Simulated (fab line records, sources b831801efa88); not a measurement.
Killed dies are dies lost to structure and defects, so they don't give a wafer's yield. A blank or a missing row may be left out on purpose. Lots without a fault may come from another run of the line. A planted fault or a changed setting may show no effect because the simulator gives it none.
A struck lot beside a sound one | flow sky130 | 15 steps out of a route of 708
Sound: wafers L818.1, L818.5, L818.6. Struck: wafer L839.4. (L839.2 of the same lot was not struck and is left out.) The cause comes at the end.
At each step with rows: each side's tool, then ch and its chambers, then its first start. Under that, the readings that differ: sound wafers | struck wafers | difference of the means | sigmas: that difference in standard deviations of wafers without a fault.
alike: readings whose means differ by less than 2 such deviations, and words and numbers that are the same on both sides. not compared: withheld readings, readings that some wafer has no value for, bounds like >300 that may hide the same value, and numbers for which the record gives no deviation and whose values overlap.
The two part at a step that has a row with sigmas, a row that says differs or no value, or rows on one side only. Numbers that don't overlap but have no deviation are shown without sigmas and don't part them. A reading that every wafer of one side lacks parts them only if that side has two wafers or more.

first, 4 steps without rows for these wafers: SKY_LI_CONTACT_SOFTBAKE_08 (time 90 s); SKY_LI_CONTACT_EXPOSE_09 (exposes mask LICM1, target cd 170 nm); SKY_LI_CONTACT_PEB_10; SKY_LI_CONTACT_DEVELOP_11 (develop time 60 s).
SKY_LI_CONTACT_CD_MEAS_12: target cd 170 nm.
  sound on cd_sem-02, day 29 11:52; struck on cd_sem-02, day 36 21:11
  alike: cd_nm
SKY_LI_CONTACT_OVL_MEAS_13:
  sound on overlay-02, day 29 11:59; struck on overlay-01, day 36 21:17
  reading             | sound   | struck | difference | sigmas
  LI_CONTACT_OVL (nm) | 12 8 -6 | -8     | -13        | -2
SKY_LI_CONTACT_ETCH_14: etches BARC in N2/H2, stops on SiO2, time 45.9 s, target depth 60 nm.
  sound on rie_diel-04 ch 1,2, day 29 12:01; struck on rie_diel-04 ch 1, day 36 21:19
  reading                | sound                | struck | difference | sigmas
  throttle_valve_pct (%) | 13.210 13.219 13.212 | 13.237 | +0.023     | +3
  alike: drypump_motor_current_A, n2_flow_sccm, oes_product_au
  not compared: rf_hours_counter_h
SKY_LI_CONTACT_ETCH_15: etches PSG in C4F8/O2/Ar, stops on Si, target depth 600 nm.
  sound on rie_diel-04 ch 1,2, day 29 12:04; struck on rie_diel-04 ch 1, day 36 21:22
  alike: oes_product_au
SKY_LI_CONTACT_STRIP_16: strips in O2/N2.
  sound on plasma_asher-01 ch 0,1, day 29 12:08; struck on plasma_asher-03 ch 1, day 36 21:26
  alike: drypump_motor_current_A, n2_flow_sccm, oes_product_au, strip_time_to_endpoint_s
  not compared: rf_hours_counter_h
then, 2 steps without rows for these wafers: SKY_LI_CONTACT_CLEAN_17 (cleans in NMP, time 600 s); SKY_LI_CONTACT_PRE_CLEAN_18 (time 5.6 s).
SKY_LI_CONTACT_SPUTTER_19: material Ti, target thk 20 nm, time 106.37 s.
  sound on pvd_sputter-03, day 29 12:26; struck on pvd_sputter-04, day 36 21:44
  alike: substrate_temp_c, throttle_valve_pct
SKY_LI_CONTACT_SPUTTER_20: material TiN, target thk 20 nm, time 80 s.
  sound on pvd_sputter-03, day 29 12:31; struck on pvd_sputter-04, day 36 21:49
  reading                                        | sound             | struck | difference | sigmas
  model.TiN_of_LI_CONTACT_SPUTTER_20.thk_nm (nm) | 19.93 19.72 19.92 | 2.669  | -17.188    |
  alike: throttle_valve_pct
SKY_LI_CONTACT_CVD_21: deposits W, target thk 400 nm, time 120.56 s.
  sound on cvd_w-01 ch 0,1, day 29 12:34; struck on cvd_w-02 ch 0, day 36 21:53
  alike: heater_power_w
  not compared: since_wet_clean_h
-- the record jumps here: 15 days lie between the struck wafers' starts before and after (it left off in module LI_CONTACT and takes up again in module PAD_OPEN, whose first step shown is number 708 of the route) --
SKY_PAD_OPEN_PROBE_99:
  sound on prober-02, day 46 06:44; struck on prober-01, day 51 10:14
  reading                                 | sound             | struck | difference | sigmas
  model.etest.licon_ndiff.rc_ohm          | 176.9 181 178.5   | 483.2  | +304.4     |
  model.etest.nfet_g5v0d10v5.r_on_ohm_um  | 1891 1897 1891    | 2150   | +257       |
  model.etest.licon_pdiff.rc_ohm          | 570.9 584.4 594   | 822.6  | +239.5     |
  model.etest.nfet_01v8.r_on_ohm_um       | 821.6 815.5 818.5 | 1065   | +246       |
  model.etest.sonos_uncharged.r_on_ohm_um | 820.7 813.6 810.8 | 1012   | +197       |
  model.etest.licon_poly.rc_ohm           | 152.4 148.7 149   | 338.3  | +188.3     |
  model.etest.pfet_01v8.r_on_ohm_um       | 2901 2950 2915    | 3080   | +158       |
  model.etest.pfet_g5v0d10v5.r_on_ohm_um  | 4753 4780 4754    | 4874   | +112       |
  alike: killed_at_M0_to_M3, killed_at_M4_up, killed_at_contacts, killed_at_front_end, killed_at_other, killed_dies, killed_open, killed_short

WHERE THEY PART
First at SKY_LI_CONTACT_OVL_MEAS_13; last, within this record, at SKY_LI_CONTACT_ETCH_14. Later steps at which nothing parts them and some readings are alike: SKY_LI_CONTACT_ETCH_15, SKY_LI_CONTACT_STRIP_16, SKY_LI_CONTACT_SPUTTER_19, SKY_LI_CONTACT_SPUTTER_20, SKY_LI_CONTACT_CVD_21, SKY_PAD_OPEN_PROBE_99.

WHY: what the simulator had put in
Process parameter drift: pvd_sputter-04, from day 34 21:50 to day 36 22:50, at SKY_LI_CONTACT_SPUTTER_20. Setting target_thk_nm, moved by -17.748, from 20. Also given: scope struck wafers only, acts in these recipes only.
